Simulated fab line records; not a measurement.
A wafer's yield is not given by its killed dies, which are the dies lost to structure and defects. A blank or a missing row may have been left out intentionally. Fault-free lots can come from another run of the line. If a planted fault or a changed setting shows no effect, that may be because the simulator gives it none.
Which tool was responsible?	flow sfq_line	48 wafers sampled from 16 lots at 1 step of a route of 325

== WHAT THE GAUGES READ, wafer by wafer ==
The record holds no reading of a measuring or inspecting step that can be judged against a usual standard deviation.

== WHICH TOOL RAN EACH LOT (tool, then ch and the chambers of the sampled wafers, then the start) ==
lot	SFQ_TRILAYER_I7_VIA_BARC_OPEN_VIA_ETCH_260
L645	rie_diel-02 ch 0,1,2, day 80 22:32
L646	rie_diel-04 ch 1,3, day 82 05:23
L648	rie_diel-04 ch 1,2,3, day 82 10:11
L649	rie_diel-01 ch 0,1,3, day 82 16:01
L650	rie_diel-02 ch 0,2, day 82 17:13
L651	rie_diel-04 ch 1,2, day 85 17:58
L652	rie_diel-01 ch 0,2,3, day 89 14:30
L653	rie_diel-01 ch 0,2,3, day 89 21:27
L654	rie_diel-04 ch 0,1,2, day 94 08:51
L655	rie_diel-02 ch 0,2,3, day 95 10:03
L656	rie_diel-01 ch 1,3, day 95 13:39
L657	rie_diel-04 ch 1,2,3, day 95 17:15
L658	rie_diel-04 ch 1,2,3, day 95 22:03
L659	rie_diel-01 ch 0,2,3, day 96 07:39
L660	rie_diel-04 ch 0,2,3, day 96 17:25
L661	rie_diel-02 ch 2,3, day 96 19:49
- SFQ_TRILAYER_I7_VIA_BARC_OPEN_VIA_ETCH_260: etches BARC in O2, target depth 125 nm, time 41.7 s.

== AS READ BY THE TOOLS THEMSELVES (means over the sampled wafers that have a number; for cases with no such wafer, the mark the record gives instead) ==
SFQ_TRILAYER_I7_VIA_BARC_OPEN_VIA_ETCH_260.
lot	tool	drypump_motor_current_A (A)	oes_product_au (a.u.)	rf_fwd_power_W (W)	run_length_s (s)
L645	rie_diel-02	6.1	0.685	494.6	70.2
L646	rie_diel-04	5.9	0.683	495.8	70.0
L648	rie_diel-04	5.8	0.683	496.1	70.2
L649	rie_diel-01	5.7	0.684	495.4	70.0
L650	rie_diel-02	6.3	0.686	494.3	70.6
L651	rie_diel-04	5.7	0.683	495.8	70.2
L652	rie_diel-01	5.5	0.687	493.6	69.8
L653	rie_diel-01	5.5	0.685	495.1	70.2
L654	rie_diel-04	5.9	0.685	493.5	70.7
L655	rie_diel-02	6.1	0.687	494.0	70.6
L656	rie_diel-01	5.5	0.682	498.0	69.9
L657	rie_diel-04	5.8	0.683	494.5	70.4
L658	rie_diel-04	5.8	0.811	495.1	60.7
L659	rie_diel-01	5.5	0.814	494.5	60.5
L660	rie_diel-04	5.8	0.815	491.9	60.8
L661	rie_diel-02	5.9	0.813	494.1	61.2

== THE ANSWER, worked out from the rows above alone ==
Rule: the lots themselves supply what counts as usual. Put in order of their means at a reading, lots are off if they are a third of the lots or fewer, leave a main group of 4 or more, and stand apart from it by a gap of 3 or more times the standard deviation of the main group's means; of several such gaps the widest counts. If all means in a main group match to the digits the tables above print for the reading, that group is not used. Also off: a lot with no number at a reading for which 4 or more lots have one. All remaining lots with rows at the step are treated as sound. After the gauges, taken in route order, come the tools' own readings; for these a lot's mean is taken, as printed above. The first step at which some lot is off is used, and at that step the reading that is off furthest; a lot without a number counts as furthest.
Off: L658, L659, L660, L661, at SFQ_TRILAYER_I7_VIA_BARC_OPEN_VIA_ETCH_260 (oes_product_au). Mean 0.684 a.u. and standard deviation 0.0016 in the main group.
A tool fits if, at that step or a process step before it, it ran every lot that is off, and no sound lot after the first of them. Not one of the candidates tried fits.

== WHAT THE SIMULATOR HAD PUT IN ==
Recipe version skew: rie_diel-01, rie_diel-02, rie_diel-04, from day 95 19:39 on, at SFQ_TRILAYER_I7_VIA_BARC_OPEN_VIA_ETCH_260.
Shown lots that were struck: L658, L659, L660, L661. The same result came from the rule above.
